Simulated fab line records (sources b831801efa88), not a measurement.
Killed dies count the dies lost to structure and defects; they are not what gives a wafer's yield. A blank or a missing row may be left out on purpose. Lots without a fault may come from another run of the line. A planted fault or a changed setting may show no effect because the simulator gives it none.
Split-lot trial ; flow sky130 ; 23 wafers read from 5 lots, route of 708 steps

== SPLIT DETAILS ==
At SKY_LI_CONTACT_SPUTTER_19 (material Ti, target thk 20 nm, time 106.37 s), the setting chamber pressure pa was moved away from the recipe's 5 Pa on 15 of the 23 wafers read, by -11.4% to +14.0%. The other wafers ran this setting at the recipe's value.

The reading is taken at the split's own step.

== THE READING ==
Ti_of_LI_CONTACT_SPUTTER_19.thk nm (the simulator's own value, which no gauge read), in nm, at SKY_LI_CONTACT_SPUTTER_19 (material Ti, target thk 20 nm, time 106.37 s). The file does not state a usual value for it. Across the 8 wafers here that went through the recipe, the average is 20.14 nm and the standard deviation 0.18 nm.

wafer;tool, chamber at the split;chamber pressure pa as run, Pa;against the recipe;Ti_of_LI_CONTACT_SPUTTER_19.thk nm, nm;against lot-mates on the recipe
L076.2;pvd sputter-01, -;5;recipe;20.42;-
L076.3;pvd sputter-01, -;5;recipe;20.32;-
L076.4;pvd sputter-01, -;5;recipe;20.12;-
L080.1;pvd sputter-04, -;4.429;-11.4%;21.92;no lot-mate on the recipe
L080.2;pvd sputter-04, -;4.429;-11.4%;22.06;no lot-mate on the recipe
L080.3;pvd sputter-04, -;4.429;-11.4%;21.77;no lot-mate on the recipe
L080.4;pvd sputter-04, -;4.429;-11.4%;21.64;no lot-mate on the recipe
L080.6;pvd sputter-04, -;4.429;-11.4%;21.87;no lot-mate on the recipe
L081.1;pvd sputter-03, -;5.479;+9.6%;18.49;no lot-mate on the recipe
L081.2;pvd sputter-03, -;5.479;+9.6%;18.77;no lot-mate on the recipe
L081.3;pvd sputter-03, -;5.479;+9.6%;18.84;no lot-mate on the recipe
L081.4;pvd sputter-03, -;5.479;+9.6%;18.6;no lot-mate on the recipe
L081.5;pvd sputter-03, -;5.479;+9.6%;18.63;no lot-mate on the recipe
L083.2;pvd sputter-01, -;5.698;+14.0%;17.55;no lot-mate on the recipe
L083.3;pvd sputter-01, -;5.698;+14.0%;17.46;no lot-mate on the recipe
L083.4;pvd sputter-01, -;5.698;+14.0%;17.07;no lot-mate on the recipe
L083.5;pvd sputter-01, -;5.698;+14.0%;17.63;no lot-mate on the recipe
L083.6;pvd sputter-01, -;5.698;+14.0%;17.49;no lot-mate on the recipe
L082.1;pvd sputter-03, -;5;recipe;19.9;-
L082.6;pvd sputter-03, -;5;recipe;19.9;-
L082.2;pvd sputter-03, -;5;recipe;20.24;-
L082.3;pvd sputter-03, -;5;recipe;20;-
L082.4;pvd sputter-03, -;5;recipe;20.2;-

FIT RESULTS
A straight line over all 23 wafers: Ti_of_LI_CONTACT_SPUTTER_19.thk nm changes by -0.168 nm for each +1% of chamber pressure pa; r = -0.99; the points scatter about the line by 0.25 nm.
Too few moved wafers have a lot-mate on the recipe to fit a line with each lot's own level taken away.

== THE FILE'S OWN FIT ==
Ti_of_LI_CONTACT_SPUTTER_19.thk nm changes by -0.168 nm for each +1% of chamber pressure pa, r = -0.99.
